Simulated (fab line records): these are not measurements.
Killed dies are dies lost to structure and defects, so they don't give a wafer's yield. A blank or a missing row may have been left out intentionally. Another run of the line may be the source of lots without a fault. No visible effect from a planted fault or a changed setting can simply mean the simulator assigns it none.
fab line records :: flow sky130
record
  lots=13
  wafers=39
  last_day=50
route steps=708 shown VT_ADJUST_LVTN@104 VT_ADJUST_HVTR@138 SONOS_ONO@170
lots that met no fault: from a run of the same line without faults
start_h: the number of hours between the record's first day and the start of the first shown wafer of the lot :: wait_h: hours elapsed since this lot's preceding step :: " identical to the entry in the row above :: L1.1+2: a single row standing in for several wafers :: - either no value or no given start :: * or withheld: withheld :: < > ~ a bound
route shown NAME@n: a module of which the file shows steps, and the number in the route of the first :: usual: mean/standard deviation of fault-free wafers :: same: alike in all rows :: chamber/n: place in a boat :: sites: readings site by site :: _std_site: the standard deviation of these :: _edge_site: mean of outer sites minus mean of inner sites :: radius_mm: for every site, how far away it sits from the centre of the wafer :: mask NAME#n: copy n :: behind: the last tool/chamber to shape the wafer :: hold: the reason the lot was held/the length of the hold in hours/how it ended :: device: the transistor (n, p or np) that didn't switch :: end of line: the same wafers' tests at the end of the route :: step lacking rows: just its recipe :: killed: count of dies lost to structure and defects at first sort (not the wafer's yield) :: map: the dies of a wafer, with x for killed, . for not killed, _ for no die there
set.NAME: the setting the step ran with; set.NAME@STEP: the setting that earlier step ran with :: model.NAME: the simulator's own value behind a step, which no gauge read
route steps across a sampled set of lots; one table per step, one row per wafer
services: the hour from which a tool's chamber was out of use, counted from the record's first day as start_h (under 0 if before that day), plus the number of hours and why
## steps
# step SKY_VT_ADJUST_LVTN_OVL_MEAS_07
# usual
  VT_ADJUST_LVTN_OVL=0.2/1.4
lot.wafer: L715.2
tool: overlay-02
chamber: -
start_h: 144.87
wait_h: -
VT_ADJUST_LVTN_OVL[nm]: -1.6

lot.wafer: L715.3
tool: overlay-02
chamber: -
start_h: 144.87
wait_h: -
VT_ADJUST_LVTN_OVL[nm]: -0.9

lot.wafer: L715.6
tool: overlay-02
chamber: -
start_h: 144.87
wait_h: -
VT_ADJUST_LVTN_OVL[nm]: -0.8

lot.wafer: L717.2
tool: overlay-01
chamber: -
start_h: 177.90
wait_h: -
VT_ADJUST_LVTN_OVL[nm]: -1.1

lot.wafer: L717.3
tool: overlay-01
chamber: -
start_h: 177.90
wait_h: -
VT_ADJUST_LVTN_OVL[nm]: -0.9

lot.wafer: L717.4
tool: overlay-01
chamber: -
start_h: 177.90
wait_h: -
VT_ADJUST_LVTN_OVL[nm]: 0.3

lot.wafer: L720.1
tool: overlay-02
chamber: -
start_h: 187.46
wait_h: -
VT_ADJUST_LVTN_OVL[nm]: -1.1

lot.wafer: L720.2
tool: overlay-02
chamber: -
start_h: 187.46
wait_h: -
VT_ADJUST_LVTN_OVL[nm]: -1.5

lot.wafer: L720.5
tool: overlay-02
chamber: -
start_h: 187.46
wait_h: -
VT_ADJUST_LVTN_OVL[nm]: -0.8

lot.wafer: L721.1
tool: overlay-01
chamber: -
start_h: 188.69
wait_h: -
VT_ADJUST_LVTN_OVL[nm]: 0.1

lot.wafer: L721.4
tool: overlay-01
chamber: -
start_h: 188.69
wait_h: -
VT_ADJUST_LVTN_OVL[nm]: -0.4

lot.wafer: L721.6
tool: overlay-01
chamber: -
start_h: 188.69
wait_h: -
VT_ADJUST_LVTN_OVL[nm]: -0.4

lot.wafer: L722.2
tool: overlay-02
chamber: -
start_h: 193.92
wait_h: -
VT_ADJUST_LVTN_OVL[nm]: -2.5

lot.wafer: L722.3
tool: overlay-02
chamber: -
start_h: 193.92
wait_h: -
VT_ADJUST_LVTN_OVL[nm]: -2.1

lot.wafer: L722.6
tool: overlay-02
chamber: -
start_h: 193.92
wait_h: -
VT_ADJUST_LVTN_OVL[nm]: -2.3

lot.wafer: L724.2
tool: overlay-01
chamber: -
start_h: 210.17
wait_h: -
VT_ADJUST_LVTN_OVL[nm]: -1.3

lot.wafer: L724.3
tool: overlay-01
chamber: -
start_h: 210.17
wait_h: -
VT_ADJUST_LVTN_OVL[nm]: -0.8

lot.wafer: L724.6
tool: overlay-01
chamber: -
start_h: 210.17
wait_h: -
VT_ADJUST_LVTN_OVL[nm]: 0.0

lot.wafer: L725.2
tool: overlay-01
chamber: -
start_h: 211.80
wait_h: -
VT_ADJUST_LVTN_OVL[nm]: -1.1

lot.wafer: L725.3
tool: overlay-01
chamber: -
start_h: 211.80
wait_h: -
VT_ADJUST_LVTN_OVL[nm]: -0.6

lot.wafer: L725.6
tool: overlay-01
chamber: -
start_h: 211.80
wait_h: -
VT_ADJUST_LVTN_OVL[nm]: -1.0

lot.wafer: L726.1
tool: overlay-01
chamber: -
start_h: 224.16
wait_h: -
VT_ADJUST_LVTN_OVL[nm]: 3.6

lot.wafer: L726.4
tool: overlay-01
chamber: -
start_h: 224.16
wait_h: -
VT_ADJUST_LVTN_OVL[nm]: 3.5

lot.wafer: L726.6
tool: overlay-01
chamber: -
start_h: 224.16
wait_h: -
VT_ADJUST_LVTN_OVL[nm]: 3.2

lot.wafer: L729.2
tool: overlay-01
chamber: -
start_h: 238.45
wait_h: -
VT_ADJUST_LVTN_OVL[nm]: 0.3

lot.wafer: L729.3
tool: overlay-01
chamber: -
start_h: 238.45
wait_h: -
VT_ADJUST_LVTN_OVL[nm]: 0.3

lot.wafer: L729.5
tool: overlay-01
chamber: -
start_h: 238.45
wait_h: -
VT_ADJUST_LVTN_OVL[nm]: -0.7

lot.wafer: L731.1
tool: overlay-02
chamber: -
start_h: 249.24
wait_h: -
VT_ADJUST_LVTN_OVL[nm]: 0.2

lot.wafer: L731.2
tool: overlay-02
chamber: -
start_h: 249.24
wait_h: -
VT_ADJUST_LVTN_OVL[nm]: -0.2

lot.wafer: L731.4
tool: overlay-02
chamber: -
start_h: 249.24
wait_h: -
VT_ADJUST_LVTN_OVL[nm]: 0.4

lot.wafer: L733.3
tool: overlay-02
chamber: -
start_h: 266.28
wait_h: -
VT_ADJUST_LVTN_OVL[nm]: 0.5

lot.wafer: L733.4
tool: overlay-02
chamber: -
start_h: 266.28
wait_h: -
VT_ADJUST_LVTN_OVL[nm]: -1.0

lot.wafer: L733.5
tool: overlay-02
chamber: -
start_h: 266.28
wait_h: -
VT_ADJUST_LVTN_OVL[nm]: 0.4

lot.wafer: L734.3
tool: overlay-02
chamber: -
start_h: 272.31
wait_h: -
VT_ADJUST_LVTN_OVL[nm]: 0.7

lot.wafer: L734.4
tool: overlay-02
chamber: -
start_h: 272.31
wait_h: -
VT_ADJUST_LVTN_OVL[nm]: -0.8

lot.wafer: L734.5
tool: overlay-02
chamber: -
start_h: 272.31
wait_h: -
VT_ADJUST_LVTN_OVL[nm]: -1.1

lot.wafer: L735.1
tool: overlay-02
chamber: -
start_h: 278.86
wait_h: -
VT_ADJUST_LVTN_OVL[nm]: 1.7

lot.wafer: L735.2
tool: overlay-02
chamber: -
start_h: 278.86
wait_h: -
VT_ADJUST_LVTN_OVL[nm]: 1.6

lot.wafer: L735.5
tool: overlay-02
chamber: -
start_h: 278.86
wait_h: -
VT_ADJUST_LVTN_OVL[nm]: 2.1
# step SKY_VT_ADJUST_HVTR_CD_MEAS_07
# recipe
  target_cd_nm=380
# usual
  cd_nm=380.0/2.6
lot.wafer: L715.2
tool: cd_sem-02
chamber: -
start_h: 206.41
wait_h: 0.1
cd_nm: 378.5

lot.wafer: L715.3
tool: cd_sem-02
chamber: -
start_h: 206.41
wait_h: 0.1
cd_nm: 376.1

lot.wafer: L715.6
tool: cd_sem-02
chamber: -
start_h: 206.41
wait_h: 0.1
cd_nm: 375.6

lot.wafer: L717.2
tool: cd_sem-02
chamber: -
start_h: 244.09
wait_h: 0.1
cd_nm: 381.4

lot.wafer: L717.3
tool: cd_sem-02
chamber: -
start_h: 244.09
wait_h: 0.1
cd_nm: 381.7

lot.wafer: L717.4
tool: cd_sem-02
chamber: -
start_h: 244.09
wait_h: 0.1
cd_nm: 379.7

lot.wafer: L720.1
tool: cd_sem-02
chamber: -
start_h: 255.74
wait_h: 0.1
cd_nm: 378.6

lot.wafer: L720.2
tool: cd_sem-02
chamber: -
start_h: 255.74
wait_h: 0.1
cd_nm: 380.1

lot.wafer: L720.5
tool: cd_sem-02
chamber: -
start_h: 255.74
wait_h: 0.1
cd_nm: 380.1

lot.wafer: L721.1
tool: cd_sem-02
chamber: -
start_h: 256.24
wait_h: 0.1
cd_nm: 383.8

lot.wafer: L721.4
tool: cd_sem-02
chamber: -
start_h: 256.24
wait_h: 0.1
cd_nm: 383.9

lot.wafer: L721.6
tool: cd_sem-02
chamber: -
start_h: 256.24
wait_h: 0.1
cd_nm: 383.9

lot.wafer: L722.2
tool: cd_sem-01
chamber: -
start_h: 261.38
wait_h: 0.1
cd_nm: 376.9

lot.wafer: L722.3
tool: cd_sem-01
chamber: -
start_h: 261.38
wait_h: 0.1
cd_nm: 379.6

lot.wafer: L722.6
tool: cd_sem-01
chamber: -
start_h: 261.38
wait_h: 0.1
cd_nm: 378.9

lot.wafer: L724.2
tool: cd_sem-01
chamber: -
start_h: 281.46
wait_h: 0.1
cd_nm: 381.4

lot.wafer: L724.3
tool: cd_sem-01
chamber: -
start_h: 281.46
wait_h: 0.1
cd_nm: 380.7

lot.wafer: L724.6
tool: cd_sem-01
chamber: -
start_h: 281.46
wait_h: 0.1
cd_nm: 383.9

lot.wafer: L725.2
tool: cd_sem-01
chamber: -
start_h: 283.53
wait_h: 0.1
cd_nm: 379.7

lot.wafer: L725.3
tool: cd_sem-01
chamber: -
start_h: 283.53
wait_h: 0.1
cd_nm: 379.2

lot.wafer: L725.6
tool: cd_sem-01
chamber: -
start_h: 283.53
wait_h: 0.1
cd_nm: 378.1

lot.wafer: L726.1
tool: cd_sem-01
chamber: -
start_h: 296.86
wait_h: 0.1
cd_nm: 375.2

lot.wafer: L726.4
tool: cd_sem-01
chamber: -
start_h: 296.86
wait_h: 0.1
cd_nm: 375.7

lot.wafer: L726.6
tool: cd_sem-01
chamber: -
start_h: 296.86
wait_h: 0.1
cd_nm: 376.2

lot.wafer: L729.2
tool: cd_sem-02
chamber: -
start_h: 312.76
wait_h: 0.1
cd_nm: 380.8

lot.wafer: L729.3
tool: cd_sem-02
chamber: -
start_h: 312.76
wait_h: 0.1
cd_nm: 377.6

lot.wafer: L729.5
tool: cd_sem-02
chamber: -
start_h: 312.76
wait_h: 0.1
cd_nm: 377.8

lot.wafer: L731.1
tool: cd_sem-01
chamber: -
start_h: 325.04
wait_h: 0.1
cd_nm: 379.9

lot.wafer: L731.2
tool: cd_sem-01
chamber: -
start_h: 325.04
wait_h: 0.1
cd_nm: 383.0

lot.wafer: L731.4
tool: cd_sem-01
chamber: -
start_h: 325.04
wait_h: 0.1
cd_nm: 382.5

lot.wafer: L733.3
tool: cd_sem-02
chamber: -
start_h: 342.20
wait_h: 0.1
cd_nm: 381.3

lot.wafer: L733.4
tool: cd_sem-02
chamber: -
start_h: 342.20
wait_h: 0.1
cd_nm: 376.9

lot.wafer: L733.5
tool: cd_sem-02
chamber: -
start_h: 342.20
wait_h: 0.1
cd_nm: 379.7

lot.wafer: L734.3
tool: cd_sem-02
chamber: -
start_h: 350.33
wait_h: 0.1
cd_nm: 379.1

lot.wafer: L734.4
tool: cd_sem-02
chamber: -
start_h: 350.33
wait_h: 0.1
cd_nm: 380.5

lot.wafer: L734.5
tool: cd_sem-02
chamber: -
start_h: 350.33
wait_h: 0.1
cd_nm: 380.1

lot.wafer: L735.1
tool: cd_sem-01
chamber: -
start_h: 353.99
wait_h: 0.1
cd_nm: 377.4

lot.wafer: L735.2
tool: cd_sem-01
chamber: -
start_h: 353.99
wait_h: 0.1
cd_nm: 377.9

lot.wafer: L735.5
tool: cd_sem-01
chamber: -
start_h: 353.99
wait_h: 0.1
cd_nm: 377.4
# step SKY_SONOS_ONO_CVD_02
# recipe
  material=Si3N4
  precursor=DCS/NH3
  target_thk_nm=10.5
  temp_c=770
  time_s=180
  pressure_mtorr=250
# usual
  spike_tc_upper_C=769.6/1
  susceptor_temp_C=770.1/0.34
lot.wafer: L715.2
tool: lpcvd-02
chamber: 1
start_h: 256.93
wait_h: 1.2
spike_tc_upper_C: 769.5
susceptor_temp_C: 769.8

lot.wafer: L715.3
tool: lpcvd-02
chamber: 1
start_h: 256.93
wait_h: 1.2
spike_tc_upper_C: 770.1
susceptor_temp_C: 769.8

lot.wafer: L715.6
tool: lpcvd-02
chamber: 1
start_h: 256.93
wait_h: 1.2
spike_tc_upper_C: 770.7
susceptor_temp_C: 769.9

lot.wafer: L717.2
tool: lpcvd-02
chamber: 0
start_h: 295.79
wait_h: 0.0
spike_tc_upper_C: 769.2
susceptor_temp_C: 769.6

lot.wafer: L717.3
tool: lpcvd-02
chamber: 0
start_h: 295.79
wait_h: 0.0
spike_tc_upper_C: 770.3
susceptor_temp_C: 769.2

lot.wafer: L717.4
tool: lpcvd-02
chamber: 0
start_h: 295.79
wait_h: 0.0
spike_tc_upper_C: 770.2
susceptor_temp_C: 769.1

lot.wafer: L720.1
tool: lpcvd-02
chamber: 1
start_h: 309.41
wait_h: 0.1
spike_tc_upper_C: 770.6
susceptor_temp_C: 770.0

lot.wafer: L720.2
tool: lpcvd-02
chamber: 1
start_h: 309.41
wait_h: 0.1
spike_tc_upper_C: 770.2
susceptor_temp_C: 770.1

lot.wafer: L720.5
tool: lpcvd-02
chamber: 1
start_h: 309.41
wait_h: 0.1
spike_tc_upper_C: 770.6
susceptor_temp_C: 769.8

lot.wafer: L721.1
tool: lpcvd-02
chamber: 1
start_h: 313.30
wait_h: 1.7
spike_tc_upper_C: 768.4
susceptor_temp_C: 769.9

lot.wafer: L721.4
tool: lpcvd-02
chamber: 1
start_h: 313.30
wait_h: 1.7
spike_tc_upper_C: 771.2
susceptor_temp_C: 769.9

lot.wafer: L721.6
tool: lpcvd-02
chamber: 1
start_h: 313.30
wait_h: 1.7
spike_tc_upper_C: 768.1
susceptor_temp_C: 770.1

lot.wafer: L722.2
tool: lpcvd-02
chamber: 0
start_h: 318.93
wait_h: 0.0
spike_tc_upper_C: 771.2
susceptor_temp_C: 770.6

lot.wafer: L722.3
tool: lpcvd-02
chamber: 0
start_h: 318.93
wait_h: 0.0
spike_tc_upper_C: 768.6
susceptor_temp_C: 770.0

lot.wafer: L722.6
tool: lpcvd-02
chamber: 0
start_h: 318.93
wait_h: 0.0
spike_tc_upper_C: 769.3
susceptor_temp_C: 770.0

lot.wafer: L724.2
tool: lpcvd-02
chamber: 0
start_h: 342.77
wait_h: 6.0
spike_tc_upper_C: 768.2
susceptor_temp_C: 770.9

lot.wafer: L724.3
tool: lpcvd-02
chamber: 0
start_h: 342.77
wait_h: 6.0
spike_tc_upper_C: 770.5
susceptor_temp_C: 770.4

lot.wafer: L724.6
tool: lpcvd-02
chamber: 0
start_h: 342.77
wait_h: 6.0
spike_tc_upper_C: 769.5
susceptor_temp_C: 770.2

lot.wafer: L725.2
tool: lpcvd-02
chamber: 0
start_h: 342.77
wait_h: 3.6
spike_tc_upper_C: 769.0
susceptor_temp_C: 770.1

lot.wafer: L725.3
tool: lpcvd-02
chamber: 0
start_h: 342.77
wait_h: 3.6
spike_tc_upper_C: 769.5
susceptor_temp_C: 770.1

lot.wafer: L725.6
tool: lpcvd-02
chamber: 0
start_h: 342.77
wait_h: 3.6
spike_tc_upper_C: 769.8
susceptor_temp_C: 770.0

lot.wafer: L726.1
tool: lpcvd-02
chamber: 1
start_h: 351.34
wait_h: 0.1
spike_tc_upper_C: 770.5
susceptor_temp_C: 769.7

lot.wafer: L726.4
tool: lpcvd-02
chamber: 1
start_h: 351.34
wait_h: 0.1
spike_tc_upper_C: 770.1
susceptor_temp_C: 769.8

lot.wafer: L726.6
tool: lpcvd-02
chamber: 1
start_h: 351.34
wait_h: 0.1
spike_tc_upper_C: 771.3
susceptor_temp_C: 769.8

lot.wafer: L729.2
tool: lpcvd-02
chamber: 0
start_h: 368.49
wait_h: 0.2
spike_tc_upper_C: 770.0
susceptor_temp_C: 770.2

lot.wafer: L729.3
tool: lpcvd-02
chamber: 0
start_h: 368.49
wait_h: 0.2
spike_tc_upper_C: 768.5
susceptor_temp_C: 770.3

lot.wafer: L729.5
tool: lpcvd-02
chamber: 0
start_h: 368.49
wait_h: 0.2
spike_tc_upper_C: 770.3
susceptor_temp_C: 770.3

lot.wafer: L731.1
tool: lpcvd-02
chamber: 1
start_h: 387.15
wait_h: 1.8
spike_tc_upper_C: 769.9
susceptor_temp_C: 771.0

lot.wafer: L731.2
tool: lpcvd-02
chamber: 1
start_h: 387.15
wait_h: 1.8
spike_tc_upper_C: 769.9
susceptor_temp_C: 770.7

lot.wafer: L731.4
tool: lpcvd-02
chamber: 1
start_h: 387.15
wait_h: 1.8
spike_tc_upper_C: 769.4
susceptor_temp_C: 770.8

lot.wafer: L733.3
tool: lpcvd-02
chamber: 0
start_h: 400.82
wait_h: 0.6
spike_tc_upper_C: 768.3
susceptor_temp_C: 770.3

lot.wafer: L733.4
tool: lpcvd-02
chamber: 0
start_h: 400.82
wait_h: 0.6
spike_tc_upper_C: 769.1
susceptor_temp_C: 770.6

lot.wafer: L733.5
tool: lpcvd-02
chamber: 0
start_h: 400.82
wait_h: 0.6
spike_tc_upper_C: 770.7
susceptor_temp_C: 770.7

lot.wafer: L734.3
tool: lpcvd-02
chamber: 0
start_h: 410.39
wait_h: 0.0
spike_tc_upper_C: 768.9
susceptor_temp_C: 769.8

lot.wafer: L734.4
tool: lpcvd-02
chamber: 0
start_h: 410.39
wait_h: 0.0
spike_tc_upper_C: 768.0
susceptor_temp_C: 770.0

lot.wafer: L734.5
tool: lpcvd-02
chamber: 0
start_h: 410.39
wait_h: 0.0
spike_tc_upper_C: 767.4
susceptor_temp_C: 770.1

lot.wafer: L735.1
tool: lpcvd-02
chamber: 0
start_h: 415.29
wait_h: 1.4
spike_tc_upper_C: 766.2
susceptor_temp_C: 770.0

lot.wafer: L735.2
tool: lpcvd-02
chamber: 0
start_h: 415.29
wait_h: 1.4
spike_tc_upper_C: 768.4
susceptor_temp_C: 770.0

lot.wafer: L735.5
tool: lpcvd-02
chamber: 0
start_h: 415.29
wait_h: 1.4
spike_tc_upper_C: 769.5
susceptor_temp_C: 770.1
# step SKY_SONOS_ONO_THK_MEAS_03
# recipe
  reads=Si3N4_of_SONOS_ONO_CVD_02
# usual
  SONOS_ONO_CVD_02_THK=10.42/0.13
lot.wafer: L715.2
tool: film_metro-01
chamber: -
start_h: 257.99
wait_h: 0.0
SONOS_ONO_CVD_02_THK[nm]: 10.43

lot.wafer: L715.3
tool: film_metro-01
chamber: -
start_h: 257.99
wait_h: 0.0
SONOS_ONO_CVD_02_THK[nm]: 10.38

lot.wafer: L715.6
tool: film_metro-01
chamber: -
start_h: 257.99
wait_h: 0.0
SONOS_ONO_CVD_02_THK[nm]: 10.32

lot.wafer: L717.2
tool: film_metro-03
chamber: -
start_h: 296.85
wait_h: 0.0
SONOS_ONO_CVD_02_THK[nm]: 10.68

lot.wafer: L717.3
tool: film_metro-03
chamber: -
start_h: 296.85
wait_h: 0.0
SONOS_ONO_CVD_02_THK[nm]: 10.64

lot.wafer: L717.4
tool: film_metro-03
chamber: -
start_h: 296.85
wait_h: 0.0
SONOS_ONO_CVD_02_THK[nm]: 10.54

lot.wafer: L720.1
tool: film_metro-01
chamber: -
start_h: 310.46
wait_h: 0.0
SONOS_ONO_CVD_02_THK[nm]: 10.35

lot.wafer: L720.2
tool: film_metro-01
chamber: -
start_h: 310.46
wait_h: 0.0
SONOS_ONO_CVD_02_THK[nm]: 10.28

lot.wafer: L720.5
tool: film_metro-01
chamber: -
start_h: 310.46
wait_h: 0.0
SONOS_ONO_CVD_02_THK[nm]: 10.36

lot.wafer: L721.1
tool: film_metro-01
chamber: -
start_h: 314.45
wait_h: 0.1
SONOS_ONO_CVD_02_THK[nm]: 10.50

lot.wafer: L721.4
tool: film_metro-01
chamber: -
start_h: 314.45
wait_h: 0.1
SONOS_ONO_CVD_02_THK[nm]: 10.53

lot.wafer: L721.6
tool: film_metro-01
chamber: -
start_h: 314.45
wait_h: 0.1
SONOS_ONO_CVD_02_THK[nm]: 10.48

lot.wafer: L722.2
tool: film_metro-03
chamber: -
start_h: 319.99
wait_h: 0.0
SONOS_ONO_CVD_02_THK[nm]: 10.41

lot.wafer: L722.3
tool: film_metro-03
chamber: -
start_h: 319.99
wait_h: 0.0
SONOS_ONO_CVD_02_THK[nm]: 10.45

lot.wafer: L722.6
tool: film_metro-03
chamber: -
start_h: 319.99
wait_h: 0.0
SONOS_ONO_CVD_02_THK[nm]: 10.51

lot.wafer: L724.2
tool: film_metro-01
chamber: -
start_h: 343.83
wait_h: 0.0
SONOS_ONO_CVD_02_THK[nm]: 10.58

lot.wafer: L724.3
tool: film_metro-01
chamber: -
start_h: 343.83
wait_h: 0.0
SONOS_ONO_CVD_02_THK[nm]: 10.33

lot.wafer: L724.6
tool: film_metro-01
chamber: -
start_h: 343.83
wait_h: 0.0
SONOS_ONO_CVD_02_THK[nm]: 10.37

lot.wafer: L725.2
tool: film_metro-03
chamber: -
start_h: 343.83
wait_h: 0.0
SONOS_ONO_CVD_02_THK[nm]: 10.37

lot.wafer: L725.3
tool: film_metro-03
chamber: -
start_h: 343.83
wait_h: 0.0
SONOS_ONO_CVD_02_THK[nm]: 10.44

lot.wafer: L725.6
tool: film_metro-03
chamber: -
start_h: 343.83
wait_h: 0.0
SONOS_ONO_CVD_02_THK[nm]: 10.33

lot.wafer: L726.1
tool: film_metro-01
chamber: -
start_h: 352.39
wait_h: 0.0
SONOS_ONO_CVD_02_THK[nm]: 10.50

lot.wafer: L726.4
tool: film_metro-01
chamber: -
start_h: 352.39
wait_h: 0.0
SONOS_ONO_CVD_02_THK[nm]: 10.42

lot.wafer: L726.6
tool: film_metro-01
chamber: -
start_h: 352.39
wait_h: 0.0
SONOS_ONO_CVD_02_THK[nm]: 10.54

lot.wafer: L729.2
tool: film_metro-01
chamber: -
start_h: 369.55
wait_h: 0.0
SONOS_ONO_CVD_02_THK[nm]: 10.60

lot.wafer: L729.3
tool: film_metro-01
chamber: -
start_h: 369.55
wait_h: 0.0
SONOS_ONO_CVD_02_THK[nm]: 10.53

lot.wafer: L729.5
tool: film_metro-01
chamber: -
start_h: 369.55
wait_h: 0.0
SONOS_ONO_CVD_02_THK[nm]: 10.57

lot.wafer: L731.1
tool: film_metro-03
chamber: -
start_h: 388.20
wait_h: 0.0
SONOS_ONO_CVD_02_THK[nm]: 10.36

lot.wafer: L731.2
tool: film_metro-03
chamber: -
start_h: 388.20
wait_h: 0.0
SONOS_ONO_CVD_02_THK[nm]: 10.25

lot.wafer: L731.4
tool: film_metro-03
chamber: -
start_h: 388.20
wait_h: 0.0
SONOS_ONO_CVD_02_THK[nm]: 10.32

lot.wafer: L733.3
tool: film_metro-01
chamber: -
start_h: 401.89
wait_h: 0.0
SONOS_ONO_CVD_02_THK[nm]: 11.42

lot.wafer: L733.4
tool: film_metro-01
chamber: -
start_h: 401.89
wait_h: 0.0
SONOS_ONO_CVD_02_THK[nm]: 11.41

lot.wafer: L733.5
tool: film_metro-01
chamber: -
start_h: 401.89
wait_h: 0.0
SONOS_ONO_CVD_02_THK[nm]: 11.50

lot.wafer: L734.3
tool: film_metro-01
chamber: -
start_h: 411.46
wait_h: 0.0
SONOS_ONO_CVD_02_THK[nm]: 11.36

lot.wafer: L734.4
tool: film_metro-01
chamber: -
start_h: 411.46
wait_h: 0.0
SONOS_ONO_CVD_02_THK[nm]: 11.45

lot.wafer: L734.5
tool: film_metro-01
chamber: -
start_h: 411.46
wait_h: 0.0
SONOS_ONO_CVD_02_THK[nm]: 11.53

lot.wafer: L735.1
tool: film_metro-01
chamber: -
start_h: 416.90
wait_h: 0.0
SONOS_ONO_CVD_02_THK[nm]: 11.24

lot.wafer: L735.2
tool: film_metro-01
chamber: -
start_h: 416.90
wait_h: 0.0
SONOS_ONO_CVD_02_THK[nm]: 11.26

lot.wafer: L735.5
tool: film_metro-01
chamber: -
start_h: 416.90
wait_h: 0.0
SONOS_ONO_CVD_02_THK[nm]: 11.24
# step SKY_SONOS_ONO_CD_MEAS_13
# recipe
  target_cd_nm=410
# usual
  cd_nm=410.1/2.1
lot.wafer: L715.2
tool: cd_sem-02
chamber: -
start_h: 283.38
wait_h: 0.1
cd_nm: 410.9

lot.wafer: L715.3
tool: cd_sem-02
chamber: -
start_h: 283.38
wait_h: 0.1
cd_nm: 410.2

lot.wafer: L715.6
tool: cd_sem-02
chamber: -
start_h: 283.38
wait_h: 0.1
cd_nm: 409.9

lot.wafer: L717.2
tool: cd_sem-01
chamber: -
start_h: 323.18
wait_h: 0.1
cd_nm: 407.4

lot.wafer: L717.3
tool: cd_sem-01
chamber: -
start_h: 323.18
wait_h: 0.1
cd_nm: 407.9

lot.wafer: L717.4
tool: cd_sem-01
chamber: -
start_h: 323.18
wait_h: 0.1
cd_nm: 410.6

lot.wafer: L720.1
tool: cd_sem-02
chamber: -
start_h: 337.56
wait_h: 0.1
cd_nm: 412.5

lot.wafer: L720.2
tool: cd_sem-02
chamber: -
start_h: 337.56
wait_h: 0.1
cd_nm: 409.1

lot.wafer: L720.5
tool: cd_sem-02
chamber: -
start_h: 337.56
wait_h: 0.1
cd_nm: 410.5

lot.wafer: L721.1
tool: cd_sem-02
chamber: -
start_h: 341.21
wait_h: 0.1
cd_nm: 409.5

lot.wafer: L721.4
tool: cd_sem-02
chamber: -
start_h: 341.21
wait_h: 0.1
cd_nm: 411.2

lot.wafer: L721.6
tool: cd_sem-02
chamber: -
start_h: 341.21
wait_h: 0.1
cd_nm: 411.1

lot.wafer: L722.2
tool: cd_sem-01
chamber: -
start_h: 347.48
wait_h: 0.1
cd_nm: 410.2

lot.wafer: L722.3
tool: cd_sem-01
chamber: -
start_h: 347.48
wait_h: 0.1
cd_nm: 408.0

lot.wafer: L722.6
tool: cd_sem-01
chamber: -
start_h: 347.48
wait_h: 0.1
cd_nm: 410.1

lot.wafer: L725.2
tool: cd_sem-01
chamber: -
start_h: 371.93
wait_h: 0.1
cd_nm: 412.2

lot.wafer: L725.3
tool: cd_sem-01
chamber: -
start_h: 371.93
wait_h: 0.1
cd_nm: 410.2

lot.wafer: L725.6
tool: cd_sem-01
chamber: -
start_h: 371.93
wait_h: 0.1
cd_nm: 412.6

lot.wafer: L724.2
tool: cd_sem-02
chamber: -
start_h: 372.23
wait_h: 0.1
cd_nm: 412.4

lot.wafer: L724.3
tool: cd_sem-02
chamber: -
start_h: 372.23
wait_h: 0.1
cd_nm: 410.5

lot.wafer: L724.6
tool: cd_sem-02
chamber: -
start_h: 372.23
wait_h: 0.1
cd_nm: 409.7

lot.wafer: L726.1
tool: cd_sem-02
chamber: -
start_h: 381.81
wait_h: 0.1
cd_nm: 411.2

lot.wafer: L726.4
tool: cd_sem-02
chamber: -
start_h: 381.81
wait_h: 0.1
cd_nm: 411.8

lot.wafer: L726.6
tool: cd_sem-02
chamber: -
start_h: 381.81
wait_h: 0.1
cd_nm: 412.6

lot.wafer: L729.2
tool: cd_sem-02
chamber: -
start_h: 398.43
wait_h: 0.1
cd_nm: 411.5

lot.wafer: L729.3
tool: cd_sem-02
chamber: -
start_h: 398.43
wait_h: 0.1
cd_nm: 412.0

lot.wafer: L729.5
tool: cd_sem-02
chamber: -
start_h: 398.43
wait_h: 0.1
cd_nm: 410.4

lot.wafer: L731.1
tool: cd_sem-01
chamber: -
start_h: 418.56
wait_h: 0.1
cd_nm: 411.5

lot.wafer: L731.2
tool: cd_sem-01
chamber: -
start_h: 418.56
wait_h: 0.1
cd_nm: 412.6

lot.wafer: L731.4
tool: cd_sem-01
chamber: -
start_h: 418.56
wait_h: 0.1
cd_nm: 413.1

lot.wafer: L733.3
tool: cd_sem-01
chamber: -
start_h: 432.63
wait_h: 0.1
cd_nm: 413.6

lot.wafer: L733.4
tool: cd_sem-01
chamber: -
start_h: 432.63
wait_h: 0.1
cd_nm: 412.6

lot.wafer: L733.5
tool: cd_sem-01
chamber: -
start_h: 432.63
wait_h: 0.1
cd_nm: 414.6

lot.wafer: L734.3
tool: cd_sem-02
chamber: -
start_h: 443.05
wait_h: 0.1
cd_nm: 408.5

lot.wafer: L734.4
tool: cd_sem-02
chamber: -
start_h: 443.05
wait_h: 0.1
cd_nm: 408.5

lot.wafer: L734.5
tool: cd_sem-02
chamber: -
start_h: 443.05
wait_h: 0.1
cd_nm: 411.4

lot.wafer: L735.1
tool: cd_sem-01
chamber: -
start_h: 448.89
wait_h: 0.1
cd_nm: 408.6

lot.wafer: L735.2
tool: cd_sem-01
chamber: -
start_h: 448.89
wait_h: 0.1
cd_nm: 409.4

lot.wafer: L735.5
tool: cd_sem-01
chamber: -
start_h: 448.89
wait_h: 0.1
cd_nm: 407.5
## services
tool: lpcvd-02
chamber: -
start_h: 333.63
hours: 6.0
kind: pm
## key
first_sign
  step=SKY_SONOS_ONO_THK_MEAS_03
  reading=SONOS_ONO_CVD_02_THK
  direction=up
  sigmas=7.2
  usual=10.42
  struck=11.38
effect none on later readings
met_at SKY_SONOS_ONO_CVD_02
struck_lots L733,L734,L735
tester_left_out L733,L734,L735
not_acting_at SKY_VT_ADJUST_LVTN_OVL_MEAS_07,SKY_VT_ADJUST_HVTR_CD_MEAS_07,SKY_SONOS_ONO_CD_MEAS_13
onset_between 387.15 400.82
also_fits time
fault
  kind=process_parameter_drift
  tool=lpcvd-02
  chamber=-
  onset_h=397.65
  steps=SKY_SONOS_ONO_CVD_02
  channel=target_thk_nm
  offset=1.0633
  shape=step
  end_h=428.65
  acts_in=these_recipes_only
  stated=10.5
# tester_left_out: of these lots the tester's yield and bins aren't shown, on N5 and GAA mostly nor the transistor test; their killed dies are dies lost to structure and defects alone, not to doping, threshold or leakage, so they don't give the yield
